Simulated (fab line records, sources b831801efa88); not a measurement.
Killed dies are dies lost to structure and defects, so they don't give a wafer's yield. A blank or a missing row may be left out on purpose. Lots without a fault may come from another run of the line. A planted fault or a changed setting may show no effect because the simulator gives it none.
Chamber matching | flow sky130 | SKY_CAPM_CVD_00 on pecvd-04: 3 sister chambers
The step deposits SiO2, target thk 15.5 nm. 3 wafers are shown with their chamber, then 8 later ones without.

WAFERS WITH THEIR CHAMBER
wafer  | chamber | heater_power_w (W)
L159.1 | 0       | 710
L167.6 | 2       | 623
L168.2 | 1       | 719

WAFERS WITHOUT THEIR CHAMBER
wafer  | heater_power_w (W)
L168.4 | 730
L168.5 | 732
L176.2 | 686
L176.4 | 667
L176.6 | 606
L177.3 | 671
L177.4 | 696
L177.5 | 647

WHICH CHAMBER EACH WENT THROUGH
wafer  | from the rows above          | in truth
L168.4 | can't be placed: 1 or 0      | 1
L168.5 | can't be placed: 1 or 0      | 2
L176.2 | can't be placed: 0 or 1 or 2 | 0
L176.4 | can't be placed: 0 or 2 or 1 | 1
L176.6 | 2                            | 2
L177.3 | can't be placed: 0 or 1 or 2 | 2
L177.4 | can't be placed: 0 or 1      | 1
L177.5 | can't be placed: 2 or 0 or 1 | 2
Placed correctly: 1 of 8. Can't be placed from these rows: 7 (the true chamber is among the candidates in 6). Placed wrongly: 0.
How it was worked out, from the rows above alone: a wafer's distance from a chamber is the root of the sum, over the readings, of the square of ((its reading less the chamber's mean) divided by the reading's scatter). The wafer belongs to the nearest chamber; if the next one is less than 2 further off, it can't be placed. A chamber's mean is the mean of its shown wafers. The scatter: with one shown wafer a chamber, the root of the mean of the squares of how far each hidden wafer lies from its nearest shown one.
